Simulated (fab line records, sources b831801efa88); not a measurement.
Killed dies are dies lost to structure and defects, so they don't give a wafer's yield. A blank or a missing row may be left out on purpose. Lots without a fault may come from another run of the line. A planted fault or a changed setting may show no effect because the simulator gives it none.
fab line records | flow gf180mcu
record lots=13 wafers=39 last_day=33
route steps=602 shown HV_LDD@232 V2@398 V3@433 V4@498
lots that met no fault: from a run of the same line without faults
start_h: hours from the record's first day to the start of the lot's first wafer shown | wait_h: hours since the lot's step before | " the same as in the row above | L1.1+2: a row that stands for several wafers | - no value, or no start given | * or withheld: withheld | < > ~ a bound
route shown NAME@n: a module of which the file shows steps, and the number in the route of the first | usual: mean/standard deviation of fault-free wafers | same: alike in all rows | chamber/n: place in a boat | sites: the reading at each site | _std_site: their standard deviation | _edge_site: outer sites' mean less inner sites' | radius_mm: how far each site lies from the wafer's centre | mask NAME#n: copy n | behind: the tool/chamber that last shaped the wafer | hold: why the lot was held/for how many hours/how that ended | device: the transistor (n, p or np) that didn't switch | end of line: the same wafers' tests at the end of the route | a step without rows: its recipe alone | killed: dies lost to structure and defects at the first sort, not the wafer's yield | map: a wafer's dies, x killed, . not, _ none there
set.NAME: the setting as run; set.NAME@STEP: as run at that earlier step | model.NAME: the simulator's own value behind a step, which no gauge read
steps of the route over a sample of lots; a table a step, a row a wafer
services: from which hour (start_h, from the record's first day; less than 0 if before it) a tool's chamber was out of use, for how many hours, and why
## steps
# step GF_HV_LDD_CVD_56
# recipe material=Si3N4 precursor=DCS/NH3 target_thk_nm=90 temp_c=770 time_s=1543 pressure_mtorr=250
# usual spike_tc_centre_C=770.5/1.3 spike_tc_upper_C=769.8/1.3 zone_power_centre_pct=13.0/1.6 zone_power_top_pct=23.8/1.6 zone_power_upper_pct=12.8/0.84
# columns lot.wafer tool chamber start_h wait_h spike_tc_centre_C spike_tc_upper_C zone_power_centre_pct zone_power_top_pct zone_power_upper_pct
L854.2 lpcvd-01 1 274.35 1.0 768.9 770.1 11.1 23.1 12.2
L854.3 " 1 " " 768.5 769.0 11.0 22.7 12.3
L854.4 " 1 " " 768.9 771.1 11.0 22.9 12.2
L855.3 lpcvd-02 1 285.95 0.0 773.2 770.9 12.4 21.0 12.9
L855.5 " 1 " " 771.0 769.2 12.3 21.5 12.5
L855.6 " 1 " " 770.6 770.7 12.2 21.6 12.8
L856.2 lpcvd-02 0 288.46 0.0 771.7 769.5 15.4 25.8 11.6
L856.3 " 0 " " 772.0 768.0 15.6 25.4 11.8
L856.4 " 0 " " 772.2 768.8 15.4 25.2 11.7
L857.3 lpcvd-01 0 296.18 0.0 771.5 769.8 14.2 25.6 14.1
L857.4 " 0 " " 771.1 768.3 14.1 25.6 13.8
L857.6 " 0 " " 770.8 771.0 13.9 25.3 13.7
L858.2 lpcvd-02 1 305.06 0.0 770.8 768.5 12.3 21.3 12.6
L858.3 " 1 " " 771.9 770.1 12.3 21.7 12.6
L858.6 " 1 " " 771.2 770.5 12.2 21.3 12.8
L859.1 lpcvd-02 1 307.93 0.1 772.0 771.5 12.2 21.4 12.6
L859.3 " 1 " " 770.7 771.2 12.5 21.5 12.7
L859.4 " 1 " " 770.6 770.3 12.3 21.5 12.8
L861.1 lpcvd-01 0 325.68 0.1 772.4 767.2 14.1 25.4 14.2
L861.3 " 0 " " 770.7 769.3 13.9 25.6 13.5
L861.4 " 0 " " 770.8 770.7 13.8 25.3 13.8
L863.1 lpcvd-01 1 345.13 0.1 769.3 770.1 11.2 22.9 12.3
L863.3 " 1 " " 768.8 768.7 11.3 23.0 12.2
L863.6 " 1 " " 768.5 771.1 11.1 22.6 11.9
L865.3 lpcvd-01 0 361.03 0.0 770.3 769.4 13.8 25.0 13.7
L865.5 " 0 " " 770.5 769.3 13.8 25.8 14.1
L865.6 " 0 " " 771.5 769.5 14.0 25.1 14.0
L866.1 lpcvd-01 1 373.64 0.3 769.7 771.8 11.0 23.0 12.4
L866.2 " 1 " " 769.8 771.7 11.1 22.9 12.4
L866.5 " 1 " " 770.8 769.5 10.9 22.9 12.5
L867.3 lpcvd-01 0 378.90 0.0 770.6 768.6 13.9 25.0 13.7
L867.4 " 0 " " 771.2 769.6 13.7 25.4 13.7
L867.5 " 0 " " 771.8 769.0 14.1 25.3 14.1
L873.1 lpcvd-02 0 425.74 0.1 778.0 728.0 21.1 32.3 1.7
L873.2 " 0 " " 775.9 728.7 21.1 32.0 1.7
L873.6 " 0 " " 774.5 729.9 21.5 31.9 1.7
L874.1 lpcvd-02 1 439.30 0.1 774.3 730.4 17.0 27.2 1.8
L874.2 " 1 " " 774.4 730.3 16.9 26.3 1.8
L874.6 " 1 " " 774.3 732.0 16.9 26.8 1.8
# step GF_V2_ETCH_16
# recipe chemistry=N2/H2 target_depth_a=withheld overetch_a=withheld time_s=withheld target=BARC ion_energy_ev=200 source_w=500 bias_w=100 pressure_mtorr=30 n2_flow_sccm=100 h2_flow_sccm=200
# usual drypump_motor_current_A=5.7/0.54 oes_product_au=0.854/0.0047 rf_fwd_power_W=495.7/2.2 throttle_valve_pct=13.225/0.0082
# columns lot.wafer tool chamber start_h wait_h drypump_motor_current_A oes_product_au rf_fwd_power_W throttle_valve_pct
L854.2 rie_diel-04 2 461.66 0.0 6.2 0.856 497.1 13.220
L854.3 " 1 " " 5.7 0.851 496.6 13.211
L854.4 " 3 " " 5.4 0.863 496.6 13.225
L855.3 rie_diel-01 3 472.40 0.0 6.4 0.849 494.8 13.215
L855.5 " 0 " " 5.3 0.846 496.0 13.214
L855.6 " 3 " " 6.5 0.853 494.2 13.228
L856.2 rie_diel-03 2 479.82 0.0 5.6 0.854 494.2 13.226
L856.3 " 3 " " 5.7 0.860 497.2 13.239
L856.4 " 0 " " 4.8 0.855 496.0 13.220
L857.3 rie_diel-01 1 489.45 0.0 4.7 0.853 493.8 13.225
L857.4 " 3 " " 6.4 0.856 492.4 13.223
L857.6 " 3 " " 6.4 0.851 491.4 13.224
L858.2 rie_diel-01 3 495.72 0.0 6.5 0.850 492.4 13.243
L858.3 " 1 " " 4.7 0.848 496.2 13.217
L858.6 " 2 " " 6.3 0.857 494.8 13.220
L859.1 rie_diel-04 3 498.87 0.0 5.4 0.852 497.3 13.229
L859.3 " 1 " " 5.7 0.852 498.2 13.214
L859.4 " 2 " " 6.2 0.836 494.0 13.223
L861.1 rie_diel-04 0 518.81 0.0 5.8 0.857 498.3 13.231
L861.3 " 1 " " 5.7 0.853 497.3 13.223
L861.4 " 3 " " 5.5 0.850 495.0 13.230
L863.1 rie_diel-04 1 544.00 0.0 5.7 0.855 496.2 13.231
L863.3 " 0 " " 5.8 0.845 498.6 13.220
L863.6 " 1 " " 5.7 0.864 494.5 13.226
L865.3 rie_diel-04 3 558.45 0.0 5.4 0.857 495.0 13.220
L865.5 " 1 " " 5.7 0.843 496.2 13.220
L865.6 " 2 " " 6.2 0.860 495.0 13.214
L866.1 rie_diel-03 3 569.62 0.0 5.7 0.859 496.7 13.228
L866.2 " 2 " " 5.6 0.852 496.9 13.225
L866.5 " 1 " " 5.5 0.857 493.4 13.216
L867.3 rie_diel-04 1 576.46 0.0 5.7 0.852 497.7 13.226
L867.4 " 0 " " 5.7 0.852 495.9 13.226
L867.5 " 2 " " 6.2 0.848 494.2 13.215
L873.1 rie_diel-01 3 616.90 0.0 6.5 0.864 491.3 13.232
L873.2 " 1 " " 4.7 0.859 499.4 13.230
L873.6 " 2 " " 6.2 0.850 494.7 13.233
L874.1 rie_diel-01 2 628.66 0.0 6.3 0.847 494.1 13.227
L874.2 " 0 " " 5.3 0.853 497.9 13.225
L874.6 " 1 " " 4.7 0.857 497.2 13.226
# step GF_V3_CMP_04
# recipe material=SiO2 down_force_psi=4 platen_rpm=60 pad_velocity_m_s=0.94248
# usual motor_current_A=12.2/1.1 time_to_endpoint_s=81/5.5
# columns lot.wafer tool chamber start_h wait_h motor_current_A time_to_endpoint_s
L854.2 cmp-01 3 488.30 0.1 11.7 84
L854.4 " 0 " " 11.8 80
L854.3 " 1 " " 12.5 80
L855.3 cmp-01 0 499.73 0.1 11.7 74
L855.5 " 2 " " 13.7 81
L855.6 " 3 " " 11.9 88
L856.4 cmp-02 0 506.90 0.0 11.3 74
L856.2 " 1 " " 10.9 71
L856.3 " 3 " " 14.3 73
L857.3 cmp-02 3 515.74 0.0 13.9 71
L857.4 " 0 " " 11.8 80
L857.6 " 0 " " 12.4 78
L858.3 cmp-02 3 521.85 0.0 13.3 73
L858.2 " 1 " " 10.9 78
L858.6 " 0 " " 11.7 81
L859.4 cmp-02 0 524.98 0.0 11.5 89
L859.3 " 1 " " 10.7 84
L859.1 " 2 " " 11.7 79
L861.1 cmp-02 3 544.58 0.1 13.8 73
L861.4 " 1 " " 10.5 78
L861.3 " 2 " " 12.4 78
L863.1 cmp-01 1 568.39 0.1 12.3 80
L863.3 " 2 " " 13.0 81
L863.6 " 3 " " 11.8 87
L865.3 cmp-01 3 582.45 0.0 12.1 78
L865.6 " 3 " " 11.4 87
L865.5 " 0 " " 12.2 93
L866.1 cmp-02 1 593.21 0.1 10.7 85
L866.2 " 3 " " 13.6 80
L866.5 " 2 " " 12.3 85
L867.3 cmp-02 3 599.71 0.0 13.8 70
L867.4 " 1 " " 10.9 78
L867.5 " 0 " " 11.8 78
L873.1 cmp-01 1 639.78 0.1 12.6 77
L873.2 " 2 " " 14.0 76
L873.6 " 2 " " 14.0 82
L874.1 cmp-01 3 651.94 0.1 11.9 86
L874.2 " 1 " " 12.7 88
L874.6 " 3 " " 11.6 90
# step GF_V4_SPUTTER_22
# recipe material=TiN target_thk_nm=10 chamber_pressure_pa=5 power_w=4000 time_s=40
# usual throttle_valve_pct=29.8/1.1
# columns lot.wafer tool chamber start_h wait_h throttle_valve_pct
L854.2 pvd_sputter-04 - 561.36 0.0 29.8
L854.3 " - " " 28.6
L854.4 " - " " 29.8
L855.3 pvd_sputter-03 - 571.59 0.0 31.5
L855.5 " - " " 31.3
L855.6 " - " " 29.2
L856.2 pvd_sputter-04 - 578.43 0.0 28.7
L856.3 " - " " 29.9
L856.4 " - " " 28.9
L857.3 pvd_sputter-03 - 586.57 0.0 31.5
L857.4 " - " " 29.6
L857.6 " - " " 31.4
L858.2 pvd_sputter-03 - 592.18 0.0 31.5
L858.3 " - " " 29.2
L858.6 " - " " 31.6
L859.1 pvd_sputter-03 - 593.59 0.0 31.5
L859.3 " - " " 31.6
L859.4 " - " " 28.5
L861.1 pvd_sputter-03 - 613.48 0.0 31.5
L861.3 " - " " 29.5
L861.4 " - " " 31.5
L863.1 pvd_sputter-01 - 634.78 0.0 31.0
L863.3 " - " " 29.6
L863.6 " - " " 30.8
L865.3 pvd_sputter-01 - 649.09 0.0 30.7
L865.5 " - " " 29.3
L865.6 " - " " 29.5
L866.1 pvd_sputter-04 - 659.46 0.0 28.9
L866.2 " - " " 28.8
L866.5 " - " " 29.8
L867.3 pvd_sputter-03 - 664.78 0.0 29.4
L867.4 " - " " 31.4
L867.5 " - " " 28.1
L873.1 pvd_sputter-04 - 701.97 0.0 29.0
L873.2 " - " " 29.7
L873.6 " - " " 29.8
L874.1 pvd_sputter-03 - 712.96 0.0 28.4
L874.2 " - " " 31.5
L874.6 " - " " 31.5
## services
# columns tool chamber start_h hours kind
rie_diel-04 3 281.44 4.5 repair
rie_diel-04 1 283.44 3.8 repair
cmp-01 - 289.67 1.2 repair
pvd_sputter-03 - 320.39 3.4 repair
cmp-01 - 325.76 11.5 repair
cmp-02 - 333.58 1.5 repair
rie_diel-04 2 362.15 5.7 repair
pvd_sputter-03 - 378.91 4.7 repair
cmp-02 - 383.53 9.2 pm
cmp-01 - 387.21 1.0 repair
rie_diel-04 0 404.24 5.7 repair
cmp-02 - 404.60 4.0 pm
rie_diel-04 2 409.44 5.4 repair
cmp-01 - 454.58 5.0 pm
cmp-01 - 463.01 1.2 repair
cmp-01 - 485.88 2.4 repair
lpcvd-01 - 487.69 2.8 pm
cmp-02 - 496.89 4.7 pm
rie_diel-04 2 514.73 11.2 repair
rie_diel-04 2 537.72 12.5 repair
rie_diel-04 1 550.04 1.3 repair
cmp-01 - 550.93 0.3 repair
pvd_sputter-03 - 583.97 1.8 repair
cmp-02 - 658.72 1.0 repair
## key
first_sign step=GF_HV_LDD_CVD_56 reading=spike_tc_upper_C direction=down sigmas=31 usual=769.8 struck=729.9
effect step=GF_HV_LDD_CVD_56 reading=zone_power_upper_pct direction=down sigmas=13 usual=12.8 struck=1.7
met_at GF_HV_LDD_CVD_56
struck_lots L873,L874
tester_left_out L873,L874
not_acting_at GF_V2_ETCH_16,GF_V3_CMP_04,GF_V4_SPUTTER_22
onset_between 307.93 425.74
fault kind=process_parameter_drift tool=lpcvd-02 chamber=- onset_h=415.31 steps=GF_HV_LDD_CVD_56 channel=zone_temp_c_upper offset=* shape=step end_h=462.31
# tester_left_out: of these lots the tester's yield and bins aren't shown, on N5 and GAA mostly nor the transistor test; their killed dies are dies lost to structure and defects alone, not to doping, threshold or leakage, so they don't give the yield
